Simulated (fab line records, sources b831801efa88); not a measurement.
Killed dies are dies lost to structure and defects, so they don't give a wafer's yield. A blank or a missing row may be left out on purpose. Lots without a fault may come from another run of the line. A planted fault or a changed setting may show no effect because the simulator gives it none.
Which tool did it? | flow gf180mcu | 14 lots, 42 wafers sampled, at 2 steps of a route of 602

WHAT THE GAUGES READ, wafer by wafer
GF_STI_THK_MEAS_22.
lot  | measured    | on            | STI_OXIDATION_01_THK (nm)
L776 | day 2 09:23 | film_metro-03 | 15.23 14.76 15.37
L777 | day 2 15:44 | film_metro-01 | 15.28 15.28 15.27
L779 | day 2 23:38 | film_metro-01 | 15.06 15.43 15.25
L780 | day 3 07:32 | film_metro-04 | 14.74 14.99 14.64
L781 | day 3 11:34 | film_metro-04 | 15.61 15.68 15.44
L783 | day 3 21:52 | film_metro-04 | 15.52 15.46 15.69
L784 | day 4 02:53 | film_metro-01 | 15.23 15.48 15.13
L785 | day 4 06:17 | film_metro-03 | 15.10 15.24 15.06
L786 | day 4 11:54 | film_metro-04 | 15.26 15.05 15.39
L787 | day 4 17:02 | film_metro-03 | 14.95 14.95 15.07
L789 | day 5 04:59 | film_metro-01 | 15.06 15.04 14.86
L794 | day 6 05:06 | film_metro-03 | - - -
L795 | day 6 10:23 | film_metro-01 | - - -
L796 | day 6 17:13 | film_metro-04 | 15.32 15.38 15.23

WHICH TOOL RAN EACH LOT (tool, then ch and the chambers of the sampled wafers, then the start)
lot  | GF_STI_CVD_03
L776 | lpcvd-02 ch 0, day 1 17:04
L777 | lpcvd-02 ch 0, day 1 21:34
L779 | lpcvd-01 ch 0, day 2 07:34
L780 | lpcvd-02 ch 0, day 2 14:40
L781 | lpcvd-01 ch 0, day 2 17:34
L783 | lpcvd-01 ch 1, day 3 03:34
L784 | lpcvd-01 ch 0, day 3 10:05
L785 | lpcvd-02 ch 0, day 3 13:34
L786 | lpcvd-01 ch 0, day 3 18:34
L787 | lpcvd-01 ch 0, day 3 23:34
L789 | lpcvd-02 ch 1, day 4 10:36
L794 | lpcvd-02 ch 1, day 5 10:44
L795 | lpcvd-02 ch 1, day 5 15:34
L796 | lpcvd-01 ch 1, day 5 21:27
- GF_STI_CVD_03: deposits Si3N4 from DCS/NH3, target thk 207.16 nm, time 3551 s.

WHAT THE TOOLS THEMSELVES READ (means of the sampled wafers that have a number; where no wafer has one, the mark that the record gives instead)
GF_STI_CVD_03.
lot  | tool     | pressure_mtorr (mTorr) | spike_tc_bottom_C (C) | spike_tc_upper_C (C) | zone_power_bottom_pct (%) | zone_power_lower_pct (%)
L776 | lpcvd-02 | 249.3                  | 789.4                 | 770.0                | 18.6                      | 14.0
L777 | lpcvd-02 | 250.0                  | 789.8                 | 769.9                | 18.5                      | 14.1
L779 | lpcvd-01 | 249.8                  | 793.1                 | 769.8                | 22.5                      | 13.2
L780 | lpcvd-02 | 249.3                  | 789.1                 | 769.2                | 18.6                      | 14.1
L781 | lpcvd-01 | 250.0                  | 793.8                 | 769.1                | 22.4                      | 13.1
L783 | lpcvd-01 | 249.8                  | 785.9                 | 771.4                | 19.2                      | 13.3
L784 | lpcvd-01 | 249.6                  | 794.4                 | 769.6                | 22.2                      | 13.2
L785 | lpcvd-02 | 249.9                  | 790.7                 | 769.3                | 18.6                      | 14.1
L786 | lpcvd-01 | 250.5                  | 794.7                 | 770.4                | 22.2                      | 13.2
L787 | lpcvd-01 | 250.4                  | 793.1                 | 769.8                | 22.6                      | 13.2
L789 | lpcvd-02 | 249.7                  | 789.0                 | 769.7                | 18.6                      | 12.7
L794 | lpcvd-02 | -                      | -                     | -                    | -                         | -
L795 | lpcvd-02 | -                      | -                     | -                    | -                         | -
L796 | lpcvd-01 | 249.8                  | 786.8                 | 772.3                | 19.0                      | 13.3

THE ANSWER, worked out from the rows above alone
Rule: what is usual is taken from the lots themselves. Put in order of their means at a reading, lots are off if they are a third of the lots or fewer, leave a main group of 4 or more, and stand apart from it by a gap of 3 or more times the standard deviation of the main group's means; of several such gaps the widest counts. A main group whose means are all the same, to the digits that the tables above print for the reading, isn't used. A lot without any number at a reading at which 4 lots or more have one is off too. The other lots that the step has rows for count as sound. The gauges are gone through in route order, then the tools' own readings, and for those a lot's mean is taken as printed above. The first step at which some lot is off is used, and at that step the reading that is off furthest; a lot without a number counts as furthest.
Off: L794, L795, at GF_STI_THK_MEAS_22 (STI_OXIDATION_01_THK). Without a number there: L794, L795. The main group: mean 15.21 nm, standard deviation 0.22.
A tool fits if, at a process step before that reading, it ran every lot that is off, and no sound lot after the first of them. The gauges at GF_STI_THK_MEAS_22 aren't tried: what is off there is off at GF_STI_CVD_03 too, on other tools, and a gauge's error can't cause that. One fits: lpcvd-02 at GF_STI_CVD_03. Its last sound lot is L789 (day 4 10:36), its first lot that is off L794 (day 5 10:44): a fault that began between those two fits.
Blank at GF_STI_CVD_03 on the lots that are off, where sound lots have numbers: pressure_mtorr, spike_tc_bottom_C, spike_tc_upper_C, zone_power_bottom_pct, zone_power_lower_pct.

WHAT THE SIMULATOR HAD PUT IN
Skipped step whole: lpcvd-02, from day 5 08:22 on, at GF_STI_CVD_03. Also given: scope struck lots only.
Lots struck among those shown: L794, L795. The rule above found the same.
